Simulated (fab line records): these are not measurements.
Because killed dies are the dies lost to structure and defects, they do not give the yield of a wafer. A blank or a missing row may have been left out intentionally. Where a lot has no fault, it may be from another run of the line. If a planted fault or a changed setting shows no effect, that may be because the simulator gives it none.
Which tool did it? ; flow gf180mcu ; 11 lots, 33 wafers sampled, at 5 steps of a route of 602

WHAT THE GAUGES READ, wafer by wafer
GF_CONTACT_THK_MEAS_01. Usual: CONTACT_CVD_00_THK gives 299.5 nm (standard deviation 2.9).
lot;measured;on;CONTACT_CVD_00_THK (nm);flag
L179;day 15 05:02;filmMetro-02;301.9 302.2 305.3;
L180;day 15 13:44;filmMetro-02;298.7 296.4 298.3;
L181;day 15 16:37;filmMetro-03;294.8 295.9 300.7;
L184;day 17 04:54;filmMetro-02;303.0 308.1 303.6;
L189;day 18 21:13;filmMetro-04;290.5 300.3 296.2;
L190;day 19 08:22;filmMetro-04;299.1 298.7 299.4;
L191;day 20 08:25;filmMetro-02;298.9 304.3 302.0;
L195;day 21 02:32;filmMetro-02;299.0 297.5 294.7;
L196;day 21 05:16;filmMetro-03;301.9 302.4 302.6;
L197;day 21 12:40;filmMetro-03;303.4 301.4 303.0;
L202;day 23 05:41;filmMetro-03;297.9 298.0 299.4;

GF_V1_RS_MEAS_24: measures by four-point-probe. Usual: V1_W_RS gives 0.3314 ohm/sq (standard deviation 0.003).
lot;measured;on;V1_W_RS (ohm/sq);flag
L179;day 18 05:05;filmMetro-02;0.3301 0.3308 0.3336;
L180;day 18 14:28;filmMetro-01;0.3323 0.3281 0.3286;
L181;day 18 19:19;filmMetro-02;0.3313 0.3278 0.3284;
L184;day 20 10:43;filmMetro-01;0.3294 0.3399 0.3253;
L189;day 22 02:11;filmMetro-04;0.3318 0.3304 0.3291;
L190;day 22 13:50;filmMetro-04;0.3306 0.3285 0.3252;
L191;day 23 11:34;filmMetro-04;0.3354 0.3352 0.3361;
L195;day 24 03:55;filmMetro-02;0.3287 0.3300 0.3295;
L196;day 24 06:58;filmMetro-04;0.3254 1.1982 0.3313 0.3256 1.2012 0.3315;OFF
L197;day 24 14:28;filmMetro-02;1.2185 0.3343 0.3306 1.2182 0.3342 0.3306;OFF
L202;day 26 03:38;filmMetro-01;0.3327 0.3272 0.3310;

GF_V1_THK_MEAS_25: measures by xrf. Usual: V1_W_THK gives 351 nm (standard deviation 4.4).
lot;measured;on;V1_W_THK (nm);flag
L179;day 18 05:11;filmMetro-02;348 351 347;
L180;day 18 14:34;filmMetro-01;349 356 355;
L181;day 18 19:25;filmMetro-02;348 354 351;
L184;day 20 10:50;filmMetro-01;361 345 364;
L189;day 22 02:19;filmMetro-04;349 351 355;
L190;day 22 13:57;filmMetro-04;350 354 355;
L191;day 23 11:41;filmMetro-04;349 349 347;
L195;day 24 04:02;filmMetro-02;350 349 348;
L196;day 24 11:16;filmMetro-04;361 99 354 361 99 353;OFF
L197;day 24 18:51;filmMetro-02;96 341 348 96 344 347;OFF
L202;day 26 03:45;filmMetro-01;346 351 346;

WHAT TOOL EACH LOT RAN ON (gives the tool, then ch and the chambers of the sampled wafers, and finally the start)
lot;GF_M1_SPUTTER_01;GF_V1_CVD_23
L179;pvdSputter-03, day 16 04:32;cvdW-01 ch 0,1, day 18 04:58
L180;pvdSputter-01, day 16 13:44;cvdW-01 ch 0,1, day 18 14:20
L181;pvdSputter-03, day 16 16:38;cvdW-01 ch 0, day 18 19:11
L184;pvdSputter-01, day 18 06:53;cvdW-01 ch 0,1, day 20 10:37
L189;pvdSputter-02, day 19 23:46;cvdW-01 ch 0,1, day 22 02:05
L190;pvdSputter-02, day 20 11:35;cvdW-02 ch 0,1, day 22 13:43
L191;pvdSputter-02, day 21 10:26;cvdW-01 ch 0,1, day 23 11:26
L195;pvdSputter-02, day 22 04:08;cvdW-02 ch 0,1, day 24 03:47
L196;pvdSputter-02, day 22 06:25;cvdW-01 ch 0,1, day 24 06:50
L197;pvdSputter-01, day 22 14:10;cvdW-01 ch 0,1, day 24 14:20
L202;pvdSputter-02, day 24 06:15;cvdW-02 ch 0,1, day 26 03:30
- GF_M1_SPUTTER_01: material TiN, target thk 30 nm, time 25 s.
- GF_V1_CVD_23: deposits W, target thk 350 nm, time 105.05 s.

WHAT THE TOOLS THEMSELVES READ (means of the sampled wafers that have a number; where no wafer has one, the mark that the record gives instead)
GF_M1_SPUTTER_01. Usual: throttleValvePct reads 29.3 % (standard deviation 1.2).
lot;tool;throttleValvePct (%);flag
L179;pvdSputter-03;30.2;
L180;pvdSputter-01;29.6;
L181;pvdSputter-03;30.2;
L184;pvdSputter-01;28.6;
L189;pvdSputter-02;28.7;
L190;pvdSputter-02;29.3;
L191;pvdSputter-02;29.2;
L195;pvdSputter-02;29.3;
L196;pvdSputter-02;28.9;
L197;pvdSputter-01;29.7;
L202;pvdSputter-02;29.6;

GF_V1_CVD_23. Usual: heaterPowerW reads 769 W (standard deviation 79).
lot;tool;heaterPowerW (W);flag
L179;cvdW-01;806;
L180;cvdW-01;800;
L181;cvdW-01;879;
L184;cvdW-01;805;
L189;cvdW-01;860;
L190;cvdW-02;707;
L191;cvdW-01;838;
L195;cvdW-02;714;
L196;cvdW-01;842;
L197;cvdW-01;813;
L202;cvdW-02;704;

THE ANSWER, worked out from the rows above alone
Rule: take the mean of a lot's wafers that have a number; if it is more than 3 standard deviations from the usual mean, the lot is off. Also off: a lot with no number at a reading for which 4 or more lots have one. All remaining lots with rows at the step are treated as sound. First the gauges in route order, then the tools' own readings, where a lot's mean is used as printed above. The first step at which some lot is off is used, and at that step the reading that is off furthest; a lot without a number counts as furthest.
Off: L196, L197, at GF_V1_RS_MEAS_24 (V1_W_RS).
If a tool, at a process step before that reading, ran all the lots that are off and no sound lot after the first of them, it fits. Those tools and the gauges at GF_V1_RS_MEAS_24 are tried in the same way. One fits: cvdW-01 at GF_V1_CVD_23. A fault onset in the window from L191 (day 23 11:26, its last sound lot) to L196 (day 24 06:50, its first lot off) fits.

WHAT THE SIMULATOR PUT IN
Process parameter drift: cvdW-01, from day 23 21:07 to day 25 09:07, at GF_V1_CVD_23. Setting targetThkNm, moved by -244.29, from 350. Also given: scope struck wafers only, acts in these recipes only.
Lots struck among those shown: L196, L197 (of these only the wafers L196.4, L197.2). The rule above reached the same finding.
